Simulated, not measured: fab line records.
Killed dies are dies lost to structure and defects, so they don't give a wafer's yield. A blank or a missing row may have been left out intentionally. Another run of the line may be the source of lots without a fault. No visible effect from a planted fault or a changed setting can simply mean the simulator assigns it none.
fab line records + flow sfq-line
record:
- lots: 6
- wafers: 18
- last-day: 84
route steps=325 shown M4@152 I4@163
lots that met no fault: taken from a fault-free run of the same line
start-h: start of the lot's first displayed wafer, in hours after the record's first day + wait-h: hours elapsed since this lot's preceding step + " the same as in the row above + L1.1+2: a single row standing in for several wafers + - no value present, or no start provided + * or withheld: withheld + < > ~ a bound
route shown NAME@n: a module of which the file shows steps, and the number in the route of the first + usual: mean and standard deviation over wafers with no fault + same: alike in all rows + chamber/n: place in a boat + sites: each site's reading + _std_site: their standard deviation + _edge_site: inner sites' mean taken away from outer sites' mean + radius-mm: for every site, how far away it sits from the centre of the wafer + mask NAME#n: copy n + behind: the most recent tool/chamber to have shaped the wafer + hold: what put the lot on hold/how long, in hours/how the hold closed + device: transistor that didn't switch, given as n, p or np + end of line: at the end of the route, the tests of the same wafers + a step without rows: its recipe alone + killed: not the wafer's yield, but the dies lost to structure and defects at the first sort + map: dies across one wafer; x = killed, . = not, _ = none there
set.NAME: the setting the step ran with; set.NAME@STEP: the setting that earlier step ran with + model.NAME: the simulator's own value behind a step, which no gauge read
lots at some steps of the route; a table a step, a row a wafer
services: from which hour (start-h, from the record's first day; less than 0 if before it) a tool's chamber was out of use, for how many hours, and why
== steps ==
step: SFQ_TRILAYER_M4_LITHO_COAT_098
recipe:
- resist: BARC
- spin-rpm: 3000
- resist-thk-nm: 62
step: SFQ_TRILAYER_M4_LITHO_COAT_093
recipe:
- resist: KrF
- spin-rpm: 3000
- resist-thk-nm: 600
step: SFQ_TRILAYER_M4_LITHO_SOFTBAKE_097
recipe:
- temp-c: withheld
- time-s: withheld
- resist: KrF
step: SFQ_TRILAYER_M4_LITHO_EXPOSE_094
recipe:
- mask-id: M4
- na: 0.6
- source-shape: conventional
- sigma-outer: 0.65
- target-cd-nm: 500
- dose-mj: 14.4
step: SFQ_TRILAYER_M4_LITHO_PEB_096
recipe:
- peb-temp-c: 115
- peb-time-s: 60
- resist: KrF
step: SFQ_TRILAYER_M4_LITHO_DEVELOP_095
recipe:
- time-s: 60
- resist: KrF
step: SFQ_M4_OVL_MEAS_926
usual:
- M4_OVL: -2/6.4
| lot.wafer | tool       | chamber | start-h | wait-h | M4_OVL[nm] |
|-----------|------------|---------|---------|--------|------------|
| L198.3    | overlay-01 | -       | 1031.63 | 0.1    | -8         |
| L198.4    | "          | -       | "       | "      | -14        |
| L198.5    | "          | -       | "       | "      | -12        |
| L201.1    | overlay-01 | -       | 1062.73 | 0.1    | 0          |
| L201.4    | "          | -       | "       | "      | -6         |
| L201.6    | "          | -       | "       | "      | -6         |
| L204.1    | overlay-02 | -       | 1232.69 | 0.1    | 1          |
| L204.4    | "          | -       | "       | "      | -6         |
| L204.5    | "          | -       | "       | "      | -6         |
| L206.2    | overlay-02 | -       | 1235.85 | 0.1    | -2         |
| L206.5    | "          | -       | "       | "      | -1         |
| L206.6    | "          | -       | "       | "      | 7          |
| L209.1    | overlay-01 | -       | 1267.19 | 0.1    | -4         |
| L209.2    | "          | -       | "       | "      | 0          |
| L209.4    | "          | -       | "       | "      | -5         |
| L215.1    | overlay-01 | -       | 1289.57 | 0.1    | 3          |
| L215.3    | "          | -       | "       | "      | 4          |
| L215.6    | "          | -       | "       | "      | 1          |
step: SFQ_TRILAYER_M4_BARC_OPEN_METAL_ETCH_123
recipe:
- mask-material: PR
- chemistry: O2
- target-depth-nm: 125
- target: BARC
- icp-w: 600
- bias-w: 80
- pressure-mtorr: 10
- time-s: 41.7
usual:
- drypump-motor-current-A: 6.0/0.39
- oes-product-au: 0.685/0.0046
| lot.wafer | tool         | chamber | start-h | wait-h | drypump-motor-current-A | oes-product-au | rf-hours-counter-h |
|-----------|--------------|---------|---------|--------|-------------------------|----------------|--------------------|
| L198.3    | rie-metal-01 | 1       | 1031.67 | 0.0    | 6.2                     | 0.694          | -                  |
| L198.4    | "            | 0       | "       | "      | 5.9                     | 0.681          | -                  |
| L198.5    | "            | 0       | "       | "      | 5.9                     | 0.684          | -                  |
| L201.1    | rie-metal-01 | 0       | 1062.77 | 0.0    | 5.9                     | 0.692          | 102                |
| L201.4    | "            | 0       | "       | "      | 5.9                     | 0.676          | -                  |
| L201.6    | "            | 1       | "       | "      | 6.2                     | 0.685          | -                  |
| L204.1    | rie-metal-02 | 0       | 1232.73 | 0.0    | 6.7                     | 0.678          | 131                |
| L204.4    | "            | 0       | "       | "      | 6.7                     | 0.685          | -                  |
| L204.5    | "            | 0       | "       | "      | 6.7                     | 0.691          | -                  |
| L206.2    | rie-metal-02 | 0       | 1235.88 | 0.0    | 6.7                     | 0.689          | 131                |
| L206.5    | "            | 1       | "       | "      | 5.4                     | 0.693          | -                  |
| L206.6    | "            | 0       | "       | "      | 6.7                     | 0.684          | -                  |
| L209.1    | rie-metal-02 | 0       | 1267.23 | 0.0    | 6.7                     | 0.676          | 136                |
| L209.2    | "            | 1       | "       | "      | 5.4                     | 0.690          | 128                |
| L209.4    | "            | 0       | "       | "      | 6.7                     | 0.688          | -                  |
| L215.1    | rie-metal-01 | 1       | 1289.61 | 0.0    | 6.2                     | 0.687          | 58                 |
| L215.3    | "            | 1       | "       | "      | 6.2                     | 0.682          | -                  |
| L215.6    | "            | 1       | "       | "      | 6.2                     | 0.680          | -                  |
step: SFQ_TRILAYER_M4_ETCH_METAL_ETCH_096
recipe:
- target: Nb
- stop-on: SiO2
- mask-material: PR
- chemistry: Cl2/Ar
- target-depth-nm: 240
- icp-w: 600
- bias-w: 80
- pressure-mtorr: 10
- time-s: 120
usual:
- drypump-motor-current-A: 6.0/0.39
- oes-product-au: 0.894/0.007
| lot.wafer | tool         | chamber | start-h | wait-h | drypump-motor-current-A | oes-product-au | rf-hours-counter-h |
|-----------|--------------|---------|---------|--------|-------------------------|----------------|--------------------|
| L198.3    | rie-metal-01 | 1       | 1031.75 | 0.1    | 6.2                     | 0.892          | -                  |
| L198.4    | "            | 0       | "       | "      | 5.9                     | 0.902          | -                  |
| L198.5    | "            | 0       | "       | "      | 6.0                     | 0.894          | -                  |
| L201.1    | rie-metal-01 | 0       | 1062.83 | 0.0    | 5.9                     | 0.901          | 102                |
| L201.4    | "            | 0       | "       | "      | 5.9                     | 0.904          | -                  |
| L201.6    | "            | 1       | "       | "      | 6.1                     | 0.913          | -                  |
| L204.1    | rie-metal-02 | 0       | 1232.79 | 0.0    | 6.7                     | 0.891          | 131                |
| L204.4    | "            | 0       | "       | "      | 6.7                     | 0.898          | -                  |
| L204.5    | "            | 0       | "       | "      | 6.7                     | 0.895          | -                  |
| L206.2    | rie-metal-02 | 0       | 1235.94 | 0.0    | 6.7                     | 0.891          | 131                |
| L206.5    | "            | 1       | "       | "      | 5.4                     | 0.892          | -                  |
| L206.6    | "            | 0       | "       | "      | 6.7                     | 0.894          | -                  |
| L209.1    | rie-metal-02 | 0       | 1267.29 | 0.0    | 6.7                     | 0.903          | 136                |
| L209.2    | "            | 1       | "       | "      | 5.4                     | 0.896          | 128                |
| L209.4    | "            | 0       | "       | "      | 6.7                     | 0.908          | -                  |
| L215.1    | rie-metal-01 | 1       | 1289.73 | 0.1    | 6.2                     | 0.893          | 58                 |
| L215.3    | "            | 1       | "       | "      | 6.1                     | 0.903          | -                  |
| L215.6    | "            | 1       | "       | "      | 6.2                     | 0.891          | -                  |
step: SFQ_TRILAYER_M4_STRIP_STRIP_097
recipe:
- gas: O2
- power-w: 200
- platen-temp-c: 40
- overash-fraction: 0.65
- chemistry: O2
- pressure-mtorr: 52.45
usual:
- drypump-motor-current-A: 6.0/0.39
- oes-product-au: 0.995/0.0075
| lot.wafer | tool         | chamber | start-h | wait-h | drypump-motor-current-A | oes-product-au | rf-hours-counter-h |
|-----------|--------------|---------|---------|--------|-------------------------|----------------|--------------------|
| L198.3    | rie-metal-01 | 1       | 1032.04 | 0.2    | 6.2                     | 0.999          | -                  |
| L198.4    | "            | 0       | "       | "      | 5.9                     | 0.989          | -                  |
| L198.5    | "            | 0       | "       | "      | 5.9                     | 0.990          | -                  |
| L201.1    | rie-metal-01 | 0       | 1062.95 | 0.1    | 5.9                     | 0.989          | 102                |
| L201.4    | "            | 0       | "       | "      | 5.9                     | 0.988          | -                  |
| L201.6    | "            | 1       | "       | "      | 6.2                     | 0.996          | -                  |
| L204.1    | rie-metal-02 | 0       | 1232.91 | 0.1    | 6.7                     | 1.003          | 131                |
| L204.4    | "            | 0       | "       | "      | 6.7                     | 0.986          | -                  |
| L204.5    | "            | 0       | "       | "      | 6.7                     | 0.993          | -                  |
| L206.2    | rie-metal-02 | 0       | 1236.06 | 0.1    | 6.7                     | 0.986          | 132                |
| L206.5    | "            | 1       | "       | "      | 5.4                     | 0.996          | -                  |
| L206.6    | "            | 0       | "       | "      | 6.7                     | 0.983          | -                  |
| L209.1    | rie-metal-02 | 0       | 1267.41 | 0.1    | 6.7                     | 0.992          | 136                |
| L209.2    | "            | 1       | "       | "      | 5.4                     | 1.002          | 129                |
| L209.4    | "            | 0       | "       | "      | 6.7                     | 0.998          | -                  |
| L215.1    | rie-metal-01 | 1       | 1289.98 | 0.2    | 6.1                     | 0.984          | 58                 |
| L215.3    | "            | 1       | "       | "      | 6.2                     | 0.998          | -                  |
| L215.6    | "            | 1       | "       | "      | 6.1                     | 1.000          | -                  |
step: SFQ_TRILAYER_M4_STRIP_SOLV_CLEAN_098
recipe:
- chemistry: NMP
- temp-c: 70
- time-s: 600
step: SFQ_TRILAYER_I4_DEP_PECVD_099
recipe:
- material: SiO2
- temp-c: 150
- time-s: 111.11
- pressure-torr: 2.4
- rf-w: 183.3
- precursor: SiH4/N2O
- target-thk-nm: 500
usual:
- heater-power-w: 82/18
- throttle-valve-pct: 25.3/1.6
| lot.wafer | tool     | chamber | start-h | wait-h | heater-power-w | throttle-valve-pct |
|-----------|----------|---------|---------|--------|----------------|--------------------|
| L198.3    | pecvd-04 | 2       | 1032.61 | 0.0    | 113            | 26.5               |
| L198.4    | "        | 1       | "       | "      | 70             | 26.8               |
| L198.5    | "        | 0       | "       | "      | 86             | 25.0               |
| L201.1    | pecvd-04 | 1       | 1063.73 | 0.0    | 71             | 26.7               |
| L201.4    | "        | 0       | "       | "      | 83             | 24.8               |
| L201.6    | "        | 2       | "       | "      | 110            | 26.6               |
| L204.1    | pecvd-03 | 0       | 1233.69 | 0.0    | 74             | 23.4               |
| L204.4    | "        | 0       | "       | "      | 76             | 23.4               |
| L204.5    | "        | 1       | "       | "      | 73             | 24.5               |
| L206.2    | pecvd-01 | 0       | 1236.84 | 0.0    | 78             | 28.5               |
| L206.5    | "        | 1       | "       | "      | 71             | 23.8               |
| L206.6    | "        | 0       | "       | "      | 82             | 28.5               |
| L209.1    | pecvd-03 | 2       | 1268.20 | 0.0    | 108            | 23.7               |
| L209.2    | "        | 0       | "       | "      | 70             | 23.9               |
| L209.4    | "        | 2       | "       | "      | 110            | 23.7               |
| L215.1    | pecvd-01 | 0       | 1291.35 | 0.0    | 76             | 28.5               |
| L215.3    | "        | 2       | "       | "      | 67             | 25.4               |
| L215.6    | "        | 2       | "       | "      | 70             | 24.9               |
step: SFQ_TRILAYER_I4_CMP_CMP_100
recipe:
- material: SiO2
- down-force-psi: 3.13
- platen-rpm: 60
- pad-velocity-m-s: 0.94248
usual:
- motor-current-A: 10.3/0.72
- retaining-ring-pressure-frac: 1.000/0.0047
- time-to-endpoint-s: 205/7.7
| lot.wafer | tool   | chamber | start-h | wait-h | motor-current-A | retaining-ring-pressure-frac | time-to-endpoint-s |
|-----------|--------|---------|---------|--------|-----------------|------------------------------|--------------------|
| L198.4    | cmp-02 | 2       | 1035.73 | 3.0    | 9.3             | 0.999                        | 208                |
| L198.3    | "      | 3       | "       | "      | 11.1            | 0.996                        | 206                |
| L198.5    | "      | 3       | 1038.23 | 5.5    | 10.4            | 1.005                        | 200                |
| L201.1    | cmp-01 | 2       | 1069.03 | 5.3    | 10.3            | 0.996                        | 197                |
| L201.4    | "      | 0       | 1070.03 | 6.2    | 11.0            | 0.997                        | 199                |
| L201.6    | "      | 2       | 1071.03 | 7.2    | 10.6            | 0.998                        | 204                |
| L204.4    | cmp-01 | 3       | 1233.77 | 0.0    | 10.4            | 0.993                        | 203                |
| L204.1    | "      | 2       | 1235.27 | 1.5    | 10.6            | 1.002                        | 104                |
| L204.5    | "      | 3       | "       | "      | 10.0            | 0.990                        | 215                |
| L206.2    | cmp-02 | 0       | 1239.89 | 3.0    | 10.4            | 0.993                        | 199                |
| L206.6    | "      | 2       | 1240.89 | 4.0    | 8.9             | 1.008                        | 203                |
| L206.5    | "      | 3       | "       | "      | 10.5            | 1.005                        | 209                |
| L209.1    | cmp-01 | 1       | 1268.78 | 0.5    | 10.4            | 1.000                        | 203                |
| L209.2    | "      | 2       | "       | "      | 10.4            | 1.008                        | 107                |
| L209.4    | "      | 3       | "       | "      | 9.8             | 1.007                        | 207                |
| L215.3    | cmp-02 | 1       | 1291.43 | 0.0    | 9.7             | 1.005                        | 207                |
| L215.1    | "      | 0       | 1292.93 | 1.5    | 10.4            | 1.006                        | 211                |
| L215.6    | "      | 1       | "       | "      | 9.5             | 1.000                        | 215                |
step: SFQ_I4_BOW_MEAS_927
recipe:
- mode: bow
usual:
- I4_BOW: 4/8.6
| lot.wafer | tool          | chamber | start-h | wait-h | I4_BOW[um] |
|-----------|---------------|---------|---------|--------|------------|
| L198.3    | film-metro-03 | -       | 1038.77 | 2.0    | 0          |
| L198.4    | "             | -       | "       | "      | 0          |
| L198.5    | "             | -       | "       | "      | -2         |
| L201.1    | film-metro-01 | -       | 1071.53 | 2.0    | 21         |
| L201.4    | "             | -       | "       | "      | 15         |
| L201.6    | "             | -       | "       | "      | 7          |
| L204.1    | film-metro-01 | -       | 1236.77 | 1.0    | 16         |
| L204.4    | "             | -       | "       | "      | 16         |
| L204.5    | "             | -       | "       | "      | 13         |
| L206.2    | film-metro-03 | -       | 1241.91 | 1.5    | 2          |
| L206.5    | "             | -       | "       | "      | 4          |
| L206.6    | "             | -       | "       | "      | 9          |
| L209.1    | film-metro-03 | -       | 1271.28 | 2.0    | 3          |
| L209.2    | "             | -       | "       | "      | -11        |
| L209.4    | "             | -       | "       | "      | 3          |
| L215.1    | film-metro-01 | -       | 1294.43 | 1.0    | -9         |
| L215.3    | "             | -       | "       | "      | 2          |
| L215.6    | "             | -       | "       | "      | 1          |
== services ==
| tool         | chamber | start-h | hours | kind                           |
|--------------|---------|---------|-------|--------------------------------|
| rie-metal-01 | -       | 1035.48 | 2.8   | pm                             |
| pecvd-01     | -       | 1044.74 | 0.3   | repair                         |
| pecvd-01     | 0       | 1050.03 | 6.6   | repair                         |
| pecvd-03     | 0       | 1051.73 | 4.2   | repair                         |
| cmp-02       | -       | 1090.93 | 4.0   | pm                             |
| rie-metal-02 | -       | 1093.76 | 2.8   | pm                             |
| cmp-02       | -       | 1094.93 | -     | consumable-replace:conditioner |
| cmp-02       | -       | 1094.93 | -     | consumable-replace:pad         |
| rie-metal-02 | 0       | 1096.82 | 3.3   | repair                         |
| rie-metal-01 | 1       | 1110.87 | 32.2  | repair                         |
| cmp-02       | -       | 1165.97 | 1.3   | repair                         |
| pecvd-01     | -       | 1169.78 | 0.9   | repair                         |
| pecvd-04     | 2       | 1201.20 | 12.7  | repair                         |
| cmp-02       | -       | 1238.16 | 0.3   | repair                         |
| cmp-01       | -       | 1258.15 | 4.0   | pm                             |
| cmp-01       | -       | 1262.15 | -     | consumable-replace:conditioner |
| rie-metal-02 | 0       | 1278.98 | -     | clean                          |
| rie-metal-02 | 0       | 1278.98 | -     | consumable-replace:focus-ring  |
| rie-metal-02 | 0       | 1278.98 | 22.2  | scheduled-down                 |
| rie-metal-02 | 0       | 1278.98 | 22.2  | vent-cycle                     |
| rie-metal-01 | 0       | 1282.30 | -     | clean                          |
| rie-metal-01 | 0       | 1282.30 | -     | consumable-replace:focus-ring  |
| rie-metal-01 | 0       | 1282.30 | 15.2  | scheduled-down                 |
| rie-metal-01 | 0       | 1282.30 | 15.2  | vent-cycle                     |
== key ==
first-sign:
- step: SFQ_TRILAYER_I4_CMP_CMP_100
- reading: time-to-endpoint-s
- direction: down
- sigmas: 13
- usual: *
- struck: *
effect none on later readings
met-at SFQ_TRILAYER_I4_CMP_CMP_100
struck-wafers L204.1,L209.2
fault:
- kind: process-parameter-drift
- tool: cmp-01
- chamber: 2
- onset-h: 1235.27
- steps: SFQ_TRILAYER_I4_CMP_CMP_100
- channel: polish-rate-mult
- offset: 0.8
- shape: step
- end-h: 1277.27
